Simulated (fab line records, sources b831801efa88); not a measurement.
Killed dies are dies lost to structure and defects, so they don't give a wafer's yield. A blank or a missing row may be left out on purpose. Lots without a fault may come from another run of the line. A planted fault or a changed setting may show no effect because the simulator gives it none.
Split-lot experiment | flow sfq_line | 5 lots, 17 wafers read, on a route of 325 steps

THE SPLIT
At SFQ_TRILAYER_I2_VIA_LITHO_COAT_072 (resist thk 62 nm), the setting resist_thk_nm was moved away from the recipe's 62 nm on 5 of the 17 wafers read, by -3.0% to +3.2%. The other wafers ran this setting at the recipe's value.

FROM THE SPLIT TO THE READING: what the file shows between them, 3 steps
- SFQ_TRILAYER_I2_VIA_LITHO_COAT_067: resist thk 650 nm
- SFQ_TRILAYER_I2_VIA_LITHO_SOFTBAKE_071
- SFQ_TRILAYER_I2_VIA_LITHO_DEVELOP_069: time 60 s

THE READING
etch.depth_nm (the simulator's own value, which no gauge read), in nm, at SFQ_TRILAYER_I2_VIA_BARC_OPEN_VIA_ETCH_096 (etches BARC in O2, target depth 125 nm, time 41.7 s). The file gives no usual value for it. The 12 wafers here that ran the recipe average 62.22 nm, standard deviation 0.15 nm.

wafer  | tool, chamber at the split | resist_thk_nm as run, nm | against the recipe | etch.depth_nm, nm | against lot-mates on the recipe
L076.1 | litho_track-01, 0          | 62                       | recipe             | 62.27             | -
L076.3 | litho_track-01, 0          | 62                       | recipe             | 62.25             | -
L076.5 | litho_track-01, 0          | 62                       | recipe             | 62.1              | -
L077.1 | litho_track-01, 0          | 63.98                    | +3.2%              | 64.45             | +2.02
L077.2 | litho_track-01, 0          | 62                       | recipe             | 62.38             | -
L077.3 | litho_track-01, 0          | 63.98                    | +3.2%              | 64.24             | +1.80
L077.5 | litho_track-01, 0          | 62                       | recipe             | 62.49             | -
L077.6 | litho_track-01, 0          | 63.98                    | +3.2%              | 64.46             | +2.02
L078.3 | litho_track-01, 0          | 60.25                    | -2.8%              | 60.6              | -1.73
L078.5 | litho_track-01, 0          | 62                       | recipe             | 62.34             | -
L078.6 | litho_track-01, 0          | 62                       | recipe             | 62.31             | -
L083.4 | litho_track-04, 0          | 62                       | recipe             | 61.99             | -
L083.5 | litho_track-04, 0          | 62                       | recipe             | 62.13             | -
L083.6 | litho_track-04, 0          | 60.17                    | -3.0%              | 60.11             | -1.95
L085.1 | litho_track-02, 0          | 62                       | recipe             | 62                | -
L085.2 | litho_track-02, 0          | 62                       | recipe             | 62.1              | -
L085.6 | litho_track-02, 0          | 62                       | recipe             | 62.22             | -

THE FIT
A straight line over all 17 wafers: etch.depth_nm changes by +0.666 nm for each +1% of resist_thk_nm; r = +0.99; the points scatter about the line by 0.16 nm.
The same after taking each lot's own level away (the mean of its wafers on the recipe; 17 wafers): +0.62 nm for each +1%; r = +1.00; scatter 0.084 nm.
On that fit, the largest move of resist_thk_nm shifts the reading by 2 nm.
The lots' own levels span 62.060 to 62.435 nm, that is 2.5 times the standard deviation above.
So the lot-to-lot level changes the slope little: the two slopes agree.
Check: with one of the wafers moved furthest among these (+3.2%) left out of the fit, the line predicts +1.96 nm for it against its lot-mates. It came out at +2.02 nm against them.

OTHER SPLITS ON THESE WAFERS
These wafers also went through other splits before the reading. Each is held against what the fit with the lots' levels taken away leaves over:
other split on the same wafers                  | wafers away from the commonest value | r with etch.depth_nm (lot level and that fit taken away)
SFQ_TRILAYER_I1_VIA_LITHO_EXPOSE_050 dose_mj    | 6                                    | -0.25
SFQ_TRILAYER_I1_VIA_ETCH_VIA_ETCH_052 source_w  | 2                                    | +0.06
SFQ_TRILAYER_M2_BARC_OPEN_METAL_ETCH_077 time_s | 6                                    | +0.22

THE WHOLE CHAIN: every reading that the file lists as answering this split, in the file's order
step                                       | what it does                                        | reading                                                                                        | change (the file's fit)               | r (the file's)
SFQ_TRILAYER_I2_VIA_LITHO_COAT_072         | resist thk 62 nm                                    | BARC_of_TRILAYER_I2_VIA_LITHO_COAT_072.thk_nm (the simulator's own value, which no gauge read) | +0.618 nm for each +1% of the setting | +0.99
SFQ_TRILAYER_I2_VIA_BARC_OPEN_VIA_ETCH_096 | etches BARC in O2, target depth 125 nm, time 41.7 s | etch.depth_nm (the simulator's own value, which no gauge read)                                 | +0.622 nm for each +1% of the setting | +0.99

THE FILE'S OWN FIT
etch.depth_nm changes by +0.622 nm for each +1% of resist_thk_nm, r = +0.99.
